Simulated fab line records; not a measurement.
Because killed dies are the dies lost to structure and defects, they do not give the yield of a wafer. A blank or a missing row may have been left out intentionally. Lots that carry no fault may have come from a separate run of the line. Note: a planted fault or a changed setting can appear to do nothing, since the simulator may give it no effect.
A lot that was struck, set against a sound lot | flow gf180mcu | 44 out of 602 route steps
Sound: wafers L889.1, L889.3, L889.5. Wafers struck: L897.1, L897.2, L897.4. At the end, the cause is stated.
Order at every step that has rows: each side's tool, ch and its chambers, its first start. Under that, the readings that differ: sound wafers | struck wafers | difference of the means | sigmas: that difference in standard deviations of wafers without a fault.
alike: readings with means less than 2 such deviations apart, plus words and numbers identical on both sides. not compared: withheld readings, readings lacking a value on some wafer, bounds such as >300 that could conceal the same value, and numbers that have no deviation in the record and whose values overlap.
The two part at a step that has a row with sigmas, a row that says differs or no value, or rows on one side only. Numbers that have no deviation but don't overlap get no sigmas and don't part them. A reading missing from all wafers of one side parts the sides only when that side holds two or more wafers.

first, 2 steps without rows for these wafers: GF_NWELL_IMPLANT_08; GF_NWELL_IMPLANT_09.
GF_NWELL_STRIP_10: strips in O2/N2.
  sound on plasmaAsher-04 ch 0,1, day 3 20:35; struck on plasmaAsher-04 ch 0,1, day 5 15:15
  alike: drypumpMotorCurrentA, heaterPowerW, oesProductAu, platenTempC, stripTimeToEndpointS
  not compared: rfHoursCounterH
GF_NWELL_TW_MEAS_11:
  struck on filmMetro-03, day 5 15:21; sound on filmMetro-02, day 3 20:41
  alike: NWELL_TW
then, 7 steps without rows for these wafers: GF_LVPWELL_DEHYDRATE_00 (time 60 s); GF_LVPWELL_HMDS_01 (prime time 60 s); GF_LVPWELL_COAT_02 (resist thk 3000 nm); GF_LVPWELL_SOFTBAKE_03; GF_LVPWELL_EXPOSE_04 (exposes mask LVPWELL, target cd 600 nm); GF_LVPWELL_PEB_05; GF_LVPWELL_DEVELOP_06 (develop time 60 s).
GF_LVPWELL_OVL_MEAS_07:
  struck on overlay-02, day 6 06:02; sound on overlay-02, day 4 10:05
  alike: LVPWELL_OVL
GF_LVPWELL_IMPLANT_08:
  sound on implanter-04 ch 0, day 4 10:07; struck on implanter-02 ch 0, day 6 06:23
  alike: doseIonsCm2, tiltDeg
next, for these wafers, 1 step has no rows: GF_LVPWELL_IMPLANT_09.
GF_LVPWELL_STRIP_10: strips in O2/N2.
  sound on plasmaAsher-01 ch 0,1, day 4 10:25; struck on plasmaAsher-02 ch 0,1, day 6 06:41
reading                  | sound             | struck            | difference | sigmas
stripTimeToEndpointS (s) | 36.76 36.80 36.86 | 36.99 37.08 37.17 | +0.27      | +2
  alike: drypumpMotorCurrentA, heaterPowerW, oesProductAu, platenTempC
  not compared: rfHoursCounterH
GF_LVPWELL_TW_MEAS_11:
  struck on filmMetro-02, day 6 07:00; sound on filmMetro-01, day 4 10:33
reading    | sound             | struck            | difference | sigmas
LVPWELL_TW | 563.5 562.1 562.0 | 680.6 684.6 681.6 | +119.7     | +44
then, 7 steps without rows for these wafers: GF_MVSD_DEHYDRATE_00 (time 60 s); GF_MVSD_HMDS_01 (prime time 60 s); GF_MVSD_COAT_02 (resist thk 3000 nm); GF_MVSD_SOFTBAKE_03; GF_MVSD_EXPOSE_04 (exposes mask MVSD, target cd 1000 nm); GF_MVSD_PEB_05; GF_MVSD_DEVELOP_06 (develop time 60 s).
GF_MVSD_OVL_MEAS_07:
  struck on overlay-02, day 6 21:41; sound on overlay-01, day 5 00:27
  alike: MVSD_OVL
then, 2 steps without rows for these wafers: GF_MVSD_IMPLANT_08; GF_MVSD_IMPLANT_09.
GF_MVSD_STRIP_10: strips in O2/N2.
  sound on plasmaAsher-02 ch 1, day 5 00:47; struck on plasmaAsher-04 ch 0,1, day 6 22:01
reading                  | sound       | struck      | difference | sigmas
drypumpMotorCurrentA (A) | 5.3 5.3 5.3 | 6.0 6.3 6.2 | +0.9       | +2
  alike: heaterPowerW, oesProductAu, platenTempC, stripTimeToEndpointS
  not compared: rfHoursCounterH
GF_MVSD_TW_MEAS_11:
  struck on filmMetro-03, day 6 22:07; sound on filmMetro-03, day 5 00:53
  alike: MVSD_TW
then, 7 steps without rows for these wafers: GF_MVPSD_DEHYDRATE_00 (time 60 s); GF_MVPSD_HMDS_01 (prime time 60 s); GF_MVPSD_COAT_02 (resist thk 3000 nm); GF_MVPSD_SOFTBAKE_03; GF_MVPSD_EXPOSE_04 (exposes mask MVPSD, target cd 1000 nm); GF_MVPSD_PEB_05; GF_MVPSD_DEVELOP_06 (develop time 60 s).
GF_MVPSD_OVL_MEAS_07:
  struck on overlay-01, day 7 13:29; sound on overlay-01, day 5 14:33
  alike: MVPSD_OVL
then, 2 steps without rows for these wafers: GF_MVPSD_IMPLANT_08; GF_MVPSD_IMPLANT_09.
GF_MVPSD_STRIP_10: strips in O2/N2.
  sound on plasmaAsher-02 ch 1, day 5 14:53; struck on plasmaAsher-02 ch 0,1, day 7 13:50
  alike: drypumpMotorCurrentA, heaterPowerW, oesProductAu, platenTempC, stripTimeToEndpointS
  not compared: rfHoursCounterH
GF_MVPSD_TW_MEAS_11:
  struck on filmMetro-01, day 7 13:56; sound on filmMetro-03, day 5 14:59
  alike: MVPSD_TW
then, 2 steps without rows for these wafers: GF_VT_IMPLANT_DEHYDRATE_00 (time 60 s); GF_VT_IMPLANT_HMDS_01 (prime time 60 s).
-- the record jumps here: 3 days lie between the struck wafers' starts before and after --
GF_VT_IMPLANT_RS_MEAS_48: measurement is done with a four-point probe.
  struck on filmMetro-01, day 10 11:35; sound on filmMetro-02, day 8 05:31
reading             | sound          | struck      | difference | sigmas
LVPWELL_RS (ohm/sq) | 1197 1196 1195 | 842 843 842 | -354       | -99 or more
GF_PASSIVATION_PROBE_99:
  the record has rows for the sound wafers here (prober-01, day 29 22:44) and none for the struck ones

WHERE THEY PART
Earliest at GF_LVPWELL_STRIP_10; latest, in this record, at GF_PASSIVATION_PROBE_99.

WHY: what had been put in by the simulator
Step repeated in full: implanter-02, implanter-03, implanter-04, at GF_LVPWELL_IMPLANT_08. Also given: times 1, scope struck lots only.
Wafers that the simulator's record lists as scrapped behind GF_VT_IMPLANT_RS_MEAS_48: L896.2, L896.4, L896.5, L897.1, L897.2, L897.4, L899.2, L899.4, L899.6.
